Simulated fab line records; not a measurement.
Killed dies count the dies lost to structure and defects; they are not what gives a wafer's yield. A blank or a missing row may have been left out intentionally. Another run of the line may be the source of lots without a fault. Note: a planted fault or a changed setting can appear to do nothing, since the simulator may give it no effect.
Which tool was responsible? ; flow gf180mcu ; 11 lots (33 wafers sampled), 1 step of a 602-step route

## WHAT THE GAUGES SHOWED, per wafer
GF_SAB_CD_MEAS_09 targets a cd of 420 nm. Usual: cd-nm at 419.6 nm, with a standard deviation of 2.1.
lot;measured;on;cd-nm (nm);flag
L921;day 16 09:07;cd-sem-02;422.1 423.4 422.5;
L924;day 17 10:28;cd-sem-01;420.1 417.8 419.7;
L925;day 17 21:12;cd-sem-02;416.4 414.6 418.8;
L926;day 18 06:48;cd-sem-01;420.7 419.0 419.0;
L931;day 20 02:06;cd-sem-01;424.9 423.9 424.3;
L933;day 20 18:24;cd-sem-01;420.2 421.3 422.4;
L934;day 20 23:17;cd-sem-01;421.0 419.0 418.2;
L935;day 21 07:17;cd-sem-02;419.0 418.9 419.0;
L937;day 21 23:37;cd-sem-02;420.6 422.3 425.4;
L938;day 22 10:49;cd-sem-01;420.2 418.0 419.9;
L941;day 23 05:25;cd-sem-01;418.2 419.3 418.9;

## EACH LOT AND THE TOOL THAT RAN IT (in order: tool; ch and the chambers of the sampled wafers; start)
Record: no process step prior to these readings.

## WHAT THE TOOLS THEMSELVES READ (means of the sampled wafers that have a number; where no wafer has one, the mark that the record gives instead)
The record holds no such reading with a usual standard deviation.

## THE ANSWER, worked out from the rows above alone
Rule: take the mean of a lot's wafers that have a number; if it is more than 3 standard deviations from the usual mean, the lot is off. A lot without any number at a reading at which 4 lots or more have one is off too. All remaining lots with rows at the step are treated as sound. After the gauges, taken in route order, come the tools' own readings; for these a lot's mean is taken, as printed above. The first step at which some lot is off is used, and at that step the reading that is off furthest; a lot without a number counts as furthest.
Across all readings shown, no lot is off: no conclusion can be drawn from this.

## WHAT THE SIMULATOR HAD PUT IN
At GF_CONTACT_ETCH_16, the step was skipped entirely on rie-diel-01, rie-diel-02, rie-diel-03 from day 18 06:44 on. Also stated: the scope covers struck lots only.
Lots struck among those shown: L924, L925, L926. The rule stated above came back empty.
